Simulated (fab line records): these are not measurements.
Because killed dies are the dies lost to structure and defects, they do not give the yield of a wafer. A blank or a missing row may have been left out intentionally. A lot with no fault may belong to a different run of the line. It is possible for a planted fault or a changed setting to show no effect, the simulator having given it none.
Struck lot and sound lot, side by side + flow sky130 + 44 out of 708 route steps
Sound: these wafers, L789.4, L789.5, L789.6. Struck: wafer L793.1 (left out: L793.2, L793.4 of the same lot, which were not struck); the cause appears at the end.
Per side, at each step with rows, come the tool, then ch with its chambers, and then its first start. Under that, the readings that differ: sound wafers + struck wafers + difference of the means + sigmas: that difference in standard deviations of wafers without a fault.
alike: words and numbers the same on both sides, and readings whose means are apart by under 2 such deviations; not compared: readings that were withheld, readings missing a value for some wafer, numbers with overlapping values and no deviation given by the record, and bounds like >300 which may hide the same value.
The two part at a step that has a row with sigmas, a row that says differs or no value, or rows on one side only. Numbers that have no deviation but don't overlap get no sigmas and don't part them. A reading that every wafer of one side lacks parts them only if that side has two wafers or more.

first, 3 steps without rows for these wafers: SKY_VIA2_CLEAN_18 (cleans in IPA, time 180 s); SKY_VIA2_CLEAN_19 (cleans in O3/DIW); SKY_VIA2_SPUTTER_20 (material TiN, target thk 20 nm, time 80 s).
SKY_VIA2_CVD_21: deposits W, target thk 420 nm, time 126.4 s.
  sound on cvdW-02 ch 0,1, day 36 00:05; struck on cvdW-02 ch 1, day 37 13:35
  alike: heaterPowerW
SKY_VIA2_RS_MEAS_22: a four-point-probe measurement.
  sound on filmMetro-01, day 36 00:14; struck on filmMetro-01, day 37 13:43
  alike: VIA2_W_RS
SKY_VIA2_THK_MEAS_23: measures by xrf.
  sound on filmMetro-01, day 36 00:20; struck on filmMetro-01, day 37 13:50
  alike: VIA2_W_THK
SKY_VIA2_CMP_24: polishes, stops on SiO2, t overpolish 20 s, target thk 0 nm.
  sound on cmp-02 ch 0,1, day 36 00:25; struck on cmp-02 ch 0, day 37 13:54
| reading             | sound       | struck | difference | sigmas |
|---------------------|-------------|--------|------------|--------|
| timeToEndpointS (s) | 108 109 106 | 98     | -10        | -3     |
  alike: motorCurrentA, overpolishRunS
then, 2 steps without rows for these wafers: SKY_METAL3_SPUTTER_00 (material Ti, target thk 15 nm, time 10 s); SKY_METAL3_SPUTTER_01 (material TiN, target thk 20 nm, time 16.7 s).
SKY_METAL3_SPUTTER_02: material AlCu, target thk 735 nm, time 39.1 s.
  sound on pvdSputter-03, day 36 00:43; struck on pvdSputter-02, day 37 14:15
  alike: throttleValvePct
SKY_METAL3_SPUTTER_03: material Ti, target thk 5 nm, time 3.3 s.
  sound on pvdSputter-03, day 36 00:45; struck on pvdSputter-02, day 37 14:17
  alike: throttleValvePct
then, 1 step without rows for these wafers: SKY_METAL3_SPUTTER_04 (material TiN, target thk 70 nm, time 58.3 s).
SKY_CAPM_CVD_00: deposits SiO2, target thk 15.5 nm.
  sound on pecvd-03 ch 0,2, day 36 00:50; struck on pecvd-03 ch 0, day 37 14:21
| reading                              | sound             | struck | difference | sigmas |
|--------------------------------------|-------------------|--------|------------|--------|
| model.SiO2_of_CAPM_CVD_00.thkNm (nm) | 15.49 15.68 15.48 | 13.03  | -2.52      |        |
  alike: heaterPowerW
SKY_CAPM_THK_MEAS_01:
  sound on filmMetro-04, day 36 00:53; struck on filmMetro-03, day 37 14:23
| reading              | sound             | struck | difference | sigmas |
|----------------------|-------------------|--------|------------|--------|
| CAPM_CVD_00_THK (nm) | 15.52 15.71 15.45 | 13.01  | -2.55      | -11    |
SKY_CAPM_SPUTTER_02: material TiN, target thk 200 nm, time 166.7 s.
  sound on pvdSputter-02, day 36 00:55; struck on pvdSputter-04, day 37 14:26
  alike: substrateTempC, throttleValvePct
SKY_CAPM_RS_MEAS_03: a four-point-probe measurement.
  sound on filmMetro-03, day 36 01:05; struck on filmMetro-01, day 37 14:32
  alike: CAPM_TIN_RS
SKY_CAPM_THK_MEAS_04: measures by xrf.
  sound on filmMetro-03, day 36 01:10; struck on filmMetro-01, day 37 14:40
  alike: CAPM_TIN_THK
then, 7 steps without rows for these wafers: SKY_CAPM_DEHYDRATE_05 (time 60 s); SKY_CAPM_HMDS_06 (prime time 60 s); SKY_CAPM_COAT_07 (resist thk 1140 nm); SKY_CAPM_SOFTBAKE_08 (time 60 s); SKY_CAPM_EXPOSE_09 (exposes mask CAPM, target cd 1000 nm); SKY_CAPM_PEB_10; SKY_CAPM_DEVELOP_11 (develop time 60 s).
SKY_CAPM_OVL_MEAS_12:
  sound on overlay-01, day 37 02:44; struck on overlay-02, day 38 16:17
  alike: CAPM_OVL
then, 13 steps without rows for these wafers: SKY_CAPM_METAL_ETCH_13 (etches TiN in Cl2/BCl3, stops on SiO2, target depth 220 nm, time 62.9 s); SKY_CAPM_STRIP_14 (strips in O2/N2); SKY_CAPM_STRIP_15 (strips in post etch residue remover, time 1200 s); SKY_CAPM_CLEAN_16 (cleans in IPA, time 180 s); SKY_CAPM_CLEAN_17 (cleans in O3/DIW); SKY_METAL3_DEHYDRATE_05 (time 60 s); SKY_METAL3_HMDS_06 (prime time 60 s); SKY_METAL3_COAT_07 (resist thk 60 nm); SKY_METAL3_COAT_08 (resist thk 1140 nm); SKY_METAL3_SOFTBAKE_09 (time 93.02 s); SKY_METAL3_EXPOSE_10 (exposes mask MM3, target cd 300 nm); SKY_METAL3_PEB_11; SKY_METAL3_DEVELOP_12 (develop time 60 s).
SKY_METAL3_CD_MEAS_13: the cd target is 300 nm.
  sound on cdSem-02, day 38 05:29; struck on cdSem-01, day 39 18:14
  alike: cdNm
SKY_METAL3_OVL_MEAS_14:
  sound on overlay-01, day 38 05:34; struck on overlay-01, day 39 18:22
  alike: METAL3_OVL
then, 2 steps without rows for these wafers: SKY_METAL3_DESCUM_15 (chemistry O2, time 8 s); SKY_METAL3_ETCH_16 (etches BARC in N2/H2, stops on SiO2, time 88.2 s, target depth 60 nm).
SKY_METAL3_ETCH_17: etches SiO2 in C4F8/O2/Ar, stops on TiN, time 3.9 s, target depth 15 nm.
  sound on rieDiel-03 ch 2,3, day 38 05:43; struck on rieDiel-03 ch 1, day 39 18:32
| reading                 | sound             | struck | difference | sigmas |
|-------------------------|-------------------|--------|------------|--------|
| oesProductAu (a.u.)     | 0.749 0.758 0.756 | 0.693  | -0.061     | -9     |
| model.etch.depthNm (nm) | 15.49 15.68 15.48 | 13.03  | -2.52      |        |
  not compared: rfHoursCounterH
-- the record jumps here: 7 days lie between the struck wafers' starts before and after (it left off in module METAL3 and takes up again in module PAD_OPEN, whose first step shown is number 708 of the route) --
SKY_PAD_OPEN_PROBE_99:
  sound on prober-01, day 45 13:06; struck on prober-01, day 46 18:47
| reading                          | sound                | struck | difference | sigmas |
|----------------------------------|----------------------|--------|------------|--------|
| model.etest.capMim.bvV (V)       | 14.14 13.72 13.96    | 12.02  | -1.92      |        |
| model.etest.capMim.leakLog10ACm2 | -9.086 -9.042 -8.976 | -8.084 | +0.951     |        |
| model.etest.capMim.cFfUm2        | 2.333 2.285 2.338    | 2.78   | +0.46      |        |
  alike: defectLimitedYield, killed_at_M0_to_M3, killed_at_M4_up, killedAtContacts, killedAtFrontEnd, killedAtOther, killedDies, killedOpen, killedShort, sort_bin_3_pad_short, sort_bin_5_function, sort_bin_6_memory, sortNPass, sortYieldPct

WHERE THEY PART
First at SKY_VIA2_CMP_24; last, within this record, at SKY_METAL3_ETCH_17. Later steps at which nothing parts them and some readings are alike: SKY_PAD_OPEN_PROBE_99.

WHY: whatever the simulator had introduced
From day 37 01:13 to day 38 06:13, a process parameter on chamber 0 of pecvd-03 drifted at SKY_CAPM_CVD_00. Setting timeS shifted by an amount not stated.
